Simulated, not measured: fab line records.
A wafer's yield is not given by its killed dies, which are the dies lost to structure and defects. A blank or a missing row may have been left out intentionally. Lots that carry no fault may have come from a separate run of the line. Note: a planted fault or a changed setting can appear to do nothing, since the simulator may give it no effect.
Commonality check across tools / flow gf180mcu / 14 lots and 42 wafers in the sample

== WHAT PROMPTED THE OPENING ==
Of 14 lots, 2 have the reading MVPSD_TW flagged at GF_MVPSD_TW_MEAS_11. Wafers without a fault read 556, standard deviation 7.3.
Rule: a lot is flagged in two cases, either no wafer of it has a number, or all its wafers with numbers fall more than 4 standard deviations from that mean. The other lots count as sound.

lot=L949; measured=day 4 17:32; on=film_metro-04; MVPSD_TW, wafer by wafer=566 565 568; flag=
lot=L950; measured=day 4 22:27; on=film_metro-01; MVPSD_TW, wafer by wafer=552 549 552; flag=
lot=L951; measured=day 5 22:44; on=film_metro-04; MVPSD_TW, wafer by wafer=568 567 566; flag=
lot=L954; measured=day 6 02:25; on=film_metro-01; MVPSD_TW, wafer by wafer=545 546 543; flag=
lot=L953; measured=day 6 03:47; on=film_metro-01; MVPSD_TW, wafer by wafer=542 541 545; flag=
lot=L956; measured=day 6 19:17; on=film_metro-03; MVPSD_TW, wafer by wafer=558 557 558; flag=
lot=L958; measured=day 7 10:11; on=film_metro-03; MVPSD_TW, wafer by wafer=558 556 556; flag=
lot=L962; measured=day 8 07:57; on=film_metro-01; MVPSD_TW, wafer by wafer=544 543 542; flag=
lot=L963; measured=day 8 20:02; on=film_metro-04; MVPSD_TW, wafer by wafer=1623 1621 1628; flag=FLAGGED
lot=L964; measured=day 9 00:15; on=film_metro-03; MVPSD_TW, wafer by wafer=1581 1596 1595; flag=FLAGGED
lot=L966; measured=day 9 07:59; on=film_metro-01; MVPSD_TW, wafer by wafer=555 549 552; flag=
lot=L968; measured=day 9 22:43; on=film_metro-03; MVPSD_TW, wafer by wafer=553 554 550; flag=
lot=L970; measured=day 10 11:58; on=film_metro-04; MVPSD_TW, wafer by wafer=558 560 560; flag=
lot=L971; measured=day 10 17:04; on=film_metro-03; MVPSD_TW, wafer by wafer=561 566 566; flag=
Flagged lots average 1607: +1051 relative to the usual, that is +99 or more standard deviations.

== EACH LOT AND THE TOOL IT RAN ON ==
2 process steps preceding the reading are held in the record, out of 602 steps in the route. Cell contents, in order: the tool; ch with the chambers the sampled wafers went through; the start.
lot=L949; flag=; GF_STI_CMP_25=cmp-01 ch 0,1,3, day 2 03:46; GF_MVSD_COAT_02=litho_track-01 ch 0, day 3 21:25
lot=L950; flag=; GF_STI_CMP_25=cmp-02 ch 1,2, day 2 08:50; GF_MVSD_COAT_02=litho_track-03 ch 0, day 4 01:58
lot=L951; flag=; GF_STI_CMP_25=cmp-01 ch 2,3, day 2 22:00; GF_MVSD_COAT_02=litho_track-03 ch 0, day 5 00:25
lot=L954; flag=; GF_STI_CMP_25=cmp-02 ch 1,2,3, day 3 02:23; GF_MVSD_COAT_02=litho_track-02 ch 0, day 5 05:31
lot=L953; flag=; GF_STI_CMP_25=cmp-01 ch 1,3, day 3 02:20; GF_MVSD_COAT_02=litho_track-03 ch 0, day 5 06:29
lot=L956; flag=; GF_STI_CMP_25=cmp-01 ch 1,2, day 3 15:42; GF_MVSD_COAT_02=litho_track-01 ch 0, day 5 19:17
lot=L958; flag=; GF_STI_CMP_25=cmp-02 ch 1,2,3, day 4 02:29; GF_MVSD_COAT_02=litho_track-02 ch 0, day 6 09:07
lot=L962; flag=; GF_STI_CMP_25=cmp-02 ch 0,3, day 4 23:17; GF_MVSD_COAT_02=litho_track-02 ch 0, day 7 06:47
lot=L963; flag=FLAGGED; GF_STI_CMP_25=cmp-02 ch 1,2,3, day 5 07:14; GF_MVSD_COAT_02=litho_track-03, day 7 16:59
lot=L964; flag=FLAGGED; GF_STI_CMP_25=cmp-01 ch 0,1,3, day 5 09:38; GF_MVSD_COAT_02=litho_track-02, day 7 21:26
lot=L966; flag=; GF_STI_CMP_25=cmp-01 ch 1,2,3, day 5 18:31; GF_MVSD_COAT_02=litho_track-03 ch 0, day 8 05:46
lot=L968; flag=; GF_STI_CMP_25=cmp-02 ch 2,3, day 6 07:02; GF_MVSD_COAT_02=litho_track-03 ch 0, day 8 19:58
lot=L970; flag=; GF_STI_CMP_25=cmp-02 ch 0,1,2, day 6 15:44; GF_MVSD_COAT_02=litho_track-03 ch 0, day 9 07:32
lot=L971; flag=; GF_STI_CMP_25=cmp-01 ch 0,3, day 6 22:40; GF_MVSD_COAT_02=litho_track-01 ch 0, day 9 13:59
What these steps do:
- GF_STI_CMP_25: polishes, stops on Si3N4, t overpolish 33 s, target thk 524.6 nm.
- GF_MVSD_COAT_02: resist thk 3000 nm.
- GF_MVPSD_TW_MEAS_11

== FLAGGED OVER TOTAL, TOOL BY TOOL (the gauges that took the reading come last) ==
step=GF_STI_CMP_25; tool=cmp-01; lots run=7; flagged=1; share of the flagged lots=some; sound lots run after its first flagged lot=2 (L966,L971)
step=GF_STI_CMP_25; tool=cmp-02; lots run=7; flagged=1; share of the flagged lots=some; sound lots run after its first flagged lot=2 (L968,L970)
step=GF_MVSD_COAT_02; tool=litho_track-01; lots run=3; flagged=0; share of the flagged lots=none; sound lots run after its first flagged lot=-
step=GF_MVSD_COAT_02; tool=litho_track-02; lots run=4; flagged=1; share of the flagged lots=some; sound lots run after its first flagged lot=0
step=GF_MVSD_COAT_02; tool=litho_track-03; lots run=7; flagged=1; share of the flagged lots=some; sound lots run after its first flagged lot=3 (L966,L968,L970)
step=GF_MVPSD_TW_MEAS_11; tool=film_metro-01; lots run=5; flagged=0; share of the flagged lots=none; sound lots run after its first flagged lot=-
step=GF_MVPSD_TW_MEAS_11; tool=film_metro-03; lots run=5; flagged=1; share of the flagged lots=some; sound lots run after its first flagged lot=2 (L968,L971)
step=GF_MVPSD_TW_MEAS_11; tool=film_metro-04; lots run=4; flagged=1; share of the flagged lots=some; sound lots run after its first flagged lot=1 (L970)

== WHAT IS ALLOWED BY THE TABLE ==
No row of the table ran every flagged lot.

== WHAT HAD BEEN PUT IN BY THE SIMULATOR ==
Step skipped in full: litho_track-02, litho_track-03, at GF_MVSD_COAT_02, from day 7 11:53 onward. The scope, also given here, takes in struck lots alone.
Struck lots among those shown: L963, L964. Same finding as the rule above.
